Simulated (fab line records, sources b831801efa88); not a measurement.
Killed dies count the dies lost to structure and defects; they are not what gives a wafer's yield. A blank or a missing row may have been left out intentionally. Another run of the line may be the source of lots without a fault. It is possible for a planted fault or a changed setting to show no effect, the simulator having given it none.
Tool commonality check :: flow gf180mcu :: 12 lots, 36 wafers sampled

## REASON IT WAS OPENED
Flagged at GF_V3_CD_MEAS_14: reading cd-nm, on 2 of 12 lots. Wafers without a fault read 259.8 nm, standard deviation 1.1.
Rule: a lot is flagged in two cases, either no wafer of it has a number, or all its wafers with numbers fall more than 4 standard deviations from that mean. All remaining lots are regarded as sound.

lot: L651
measured: day 22 15:13
on: cd-sem-01
cd-nm (nm), wafer by wafer: 261.6 261.8 261.6
flag: 

lot: L652
measured: day 22 17:58
on: cd-sem-02
cd-nm (nm), wafer by wafer: 258.8 260.0 259.1
flag: 

lot: L653
measured: day 23 03:19
on: cd-sem-02
cd-nm (nm), wafer by wafer: 261.7 260.1 260.3
flag: 

lot: L654
measured: day 23 20:46
on: cd-sem-01
cd-nm (nm), wafer by wafer: 259.6 259.0 260.4
flag: 

lot: L655
measured: day 24 01:50
on: cd-sem-01
cd-nm (nm), wafer by wafer: 259.2 260.8 260.2
flag: 

lot: L662
measured: day 26 09:51
on: cd-sem-02
cd-nm (nm), wafer by wafer: 240.9 241.2 239.4
flag: FLAGGED

lot: L663
measured: day 26 10:52
on: cd-sem-02
cd-nm (nm), wafer by wafer: 242.9 242.8 243.4
flag: FLAGGED

lot: L664
measured: day 26 21:30
on: cd-sem-02
cd-nm (nm), wafer by wafer: 261.2 260.7 262.0
flag: 

lot: L665
measured: day 27 04:55
on: cd-sem-02
cd-nm (nm), wafer by wafer: 259.5 260.0 259.7
flag: 

lot: L667
measured: day 27 17:13
on: cd-sem-01
cd-nm (nm), wafer by wafer: 259.1 259.4 259.8
flag: 

lot: L672
measured: day 29 07:05
on: cd-sem-02
cd-nm (nm), wafer by wafer: 260.4 259.2 258.8
flag: 

lot: L673
measured: day 29 08:13
on: cd-sem-01
cd-nm (nm), wafer by wafer: 260.1 261.5 260.6
flag: 
Average over the flagged lots: 241.8 nm; offset from the usual -18.0 nm, equal to -16 standard deviations.

## LOT BY LOT: THE TOOL USED
2 process steps preceding the reading are held in the record, out of 602 steps in the route. Every cell lists first the tool, next ch and the chambers used by the sampled wafers, and last the start.
lot: L651
flag: 
GF_M3_SPUTTER_01: pvd-sputter-02, day 20 14:00
GF_V3_EXPOSE_11: krf-scanner-02 ch 0, day 22 03:41

lot: L652
flag: 
GF_M3_SPUTTER_01: pvd-sputter-03, day 20 17:12
GF_V3_EXPOSE_11: krf-scanner-02 ch 0, day 22 06:28

lot: L653
flag: 
GF_M3_SPUTTER_01: pvd-sputter-04, day 21 03:05
GF_V3_EXPOSE_11: krf-scanner-02 ch 0, day 22 15:56

lot: L654
flag: 
GF_M3_SPUTTER_01: pvd-sputter-02, day 21 21:08
GF_V3_EXPOSE_11: krf-scanner-01 ch 0, day 23 09:49

lot: L655
flag: 
GF_M3_SPUTTER_01: pvd-sputter-04, day 22 03:26
GF_V3_EXPOSE_11: krf-scanner-01 ch 0, day 23 14:50

lot: L662
flag: FLAGGED
GF_M3_SPUTTER_01: pvd-sputter-02, day 24 13:44
GF_V3_EXPOSE_11: krf-scanner-01 ch 0, day 25 23:37

lot: L663
flag: FLAGGED
GF_M3_SPUTTER_01: pvd-sputter-04, day 24 15:50
GF_V3_EXPOSE_11: krf-scanner-01 ch 0, day 26 01:17

lot: L664
flag: 
GF_M3_SPUTTER_01: pvd-sputter-02, day 25 02:23
GF_V3_EXPOSE_11: krf-scanner-02 ch 0, day 26 11:14

lot: L665
flag: 
GF_M3_SPUTTER_01: pvd-sputter-04, day 25 09:59
GF_V3_EXPOSE_11: krf-scanner-02 ch 0, day 26 18:50

lot: L667
flag: 
GF_M3_SPUTTER_01: pvd-sputter-04, day 25 23:55
GF_V3_EXPOSE_11: krf-scanner-02 ch 0, day 27 07:48

lot: L672
flag: 
GF_M3_SPUTTER_01: pvd-sputter-02, day 27 13:37
GF_V3_EXPOSE_11: krf-scanner-02 ch 0, day 28 20:58

lot: L673
flag: 
GF_M3_SPUTTER_01: pvd-sputter-03, day 27 15:28
GF_V3_EXPOSE_11: krf-scanner-02 ch 0, day 28 22:47
What the steps here do:
- GF_M3_SPUTTER_01: material TiN, target thk 30 nm, time 25 s.
- GF_V3_EXPOSE_11: exposes mask Via3, target cd 260 nm.
- GF_V3_CD_MEAS_14: target cd 260 nm.

## FLAGGED AGAINST TOTAL, ONE TOOL AT A TIME (gauges that did the reading follow at the end)
step: GF_M3_SPUTTER_01
tool: pvd-sputter-02
lots run: 5
flagged: 1
share of the flagged lots: some
sound lots run after its first flagged lot: 2 (L664,L672)

step: GF_M3_SPUTTER_01
tool: pvd-sputter-03
lots run: 2
flagged: 0
share of the flagged lots: none
sound lots run after its first flagged lot: -

step: GF_M3_SPUTTER_01
tool: pvd-sputter-04
lots run: 5
flagged: 1
share of the flagged lots: some
sound lots run after its first flagged lot: 2 (L665,L667)

step: GF_V3_EXPOSE_11
tool: krf-scanner-01
lots run: 4
flagged: 2
share of the flagged lots: all
sound lots run after its first flagged lot: 0

step: GF_V3_EXPOSE_11
tool: krf-scanner-02
lots run: 8
flagged: 0
share of the flagged lots: none
sound lots run after its first flagged lot: -

step: GF_V3_CD_MEAS_14
tool: cd-sem-01
lots run: 5
flagged: 0
share of the flagged lots: none
sound lots run after its first flagged lot: -

step: GF_V3_CD_MEAS_14
tool: cd-sem-02
lots run: 7
flagged: 2
share of the flagged lots: all
sound lots run after its first flagged lot: 3 (L664,L665,L672)

## WHAT THE TABLE PERMITS
In 2 table rows, all flagged lots were run: krf-scanner-01 (GF_V3_EXPOSE_11), cd-sem-02 (GF_V3_CD_MEAS_14).
- krf-scanner-01 at GF_V3_EXPOSE_11 ran 4 lots, 2 of them flagged. A fault beginning between L655 (day 23 14:50), its last sound lot, and L662 (day 25 23:37), its first flagged one, fits the data. Its own readings (exposure-dose-mJ-cm2) fall more than 4 standard deviations out on all wafers of the flagged lots.
- cd-sem-02 at GF_V3_CD_MEAS_14 ran 7 lots, 2 of them flagged. After the first flagged lot (L664, L665, L672), sound lots still ran on it; a lasting fault on the whole tool would not permit that.
Left over: one tool, krf-scanner-01 at GF_V3_EXPOSE_11.

## WHAT THE SIMULATOR HAD INSERTED
Process parameters drifting: krf-scanner-01 at GF_V3_EXPOSE_11, beginning at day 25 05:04. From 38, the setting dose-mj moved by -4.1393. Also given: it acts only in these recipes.
Lots struck among those shown: L662, L663. The rule given above showed the same thing.
